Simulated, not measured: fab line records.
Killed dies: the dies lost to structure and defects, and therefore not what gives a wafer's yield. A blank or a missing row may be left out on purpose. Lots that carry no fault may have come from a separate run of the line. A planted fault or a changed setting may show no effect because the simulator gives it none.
Matching of chambers ; flow sfq_line ; cmp-02 running SFQ_TRILAYER_I1_CMP_CMP_046: 4 sister chambers
The step polishes SiO2. 8 wafers are shown with their chamber, then 8 later ones without.

WAFERS, EACH WITH ITS CHAMBER
wafer;chamber;motor_current_A (A);time_to_endpoint_s (s)
L814.6;1;8.3;216
L820.4;1;8.1;230
L821.3;0;10.0;198
L821.6;2;10.9;216
L823.1;0;10.3;198
L823.2;3;10.1;211
L823.5;3;10.0;219
L825.4;2;10.6;218

WAFERS MISSING THEIR CHAMBER
wafer;motor_current_A (A);time_to_endpoint_s (s)
L825.2;10.1;214
L825.6;8.3;226
L829.2;10.3;212
L829.5;10.2;226
L829.6;10.6;218
L832.1;10.6;215
L832.5;10.3;209
L832.6;8.2;222

WHICH CHAMBER EACH ONE RAN IN
wafer;from the rows above;in truth
L825.2;3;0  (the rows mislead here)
L825.6;1;1
L829.2;can't be placed: 3 or 0 or 2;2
L829.5;can't be placed: 3 or 2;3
L829.6;2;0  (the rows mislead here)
L832.1;2;2
L832.5;can't be placed: 3 or 0 or 2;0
L832.6;1;1
3 of 8 placed correctly. These rows do not allow placing 3 (true chamber among the candidates in 3). Number placed wrongly: 2.
How it was worked out, from the rows above alone: a wafer's distance from a chamber is the root of the sum, over the readings, of the square of ((its reading less the chamber's mean) divided by the reading's scatter). If the next closest chamber is less than 2 further off than the closest, the wafer can't be placed; otherwise it belongs to the closest. The mean given for a chamber averages the wafers shown for that chamber. The scatter: the root of (the sum of the squares of (reading less its chamber's mean) over the shown wafers, divided by (wafers less chambers)).
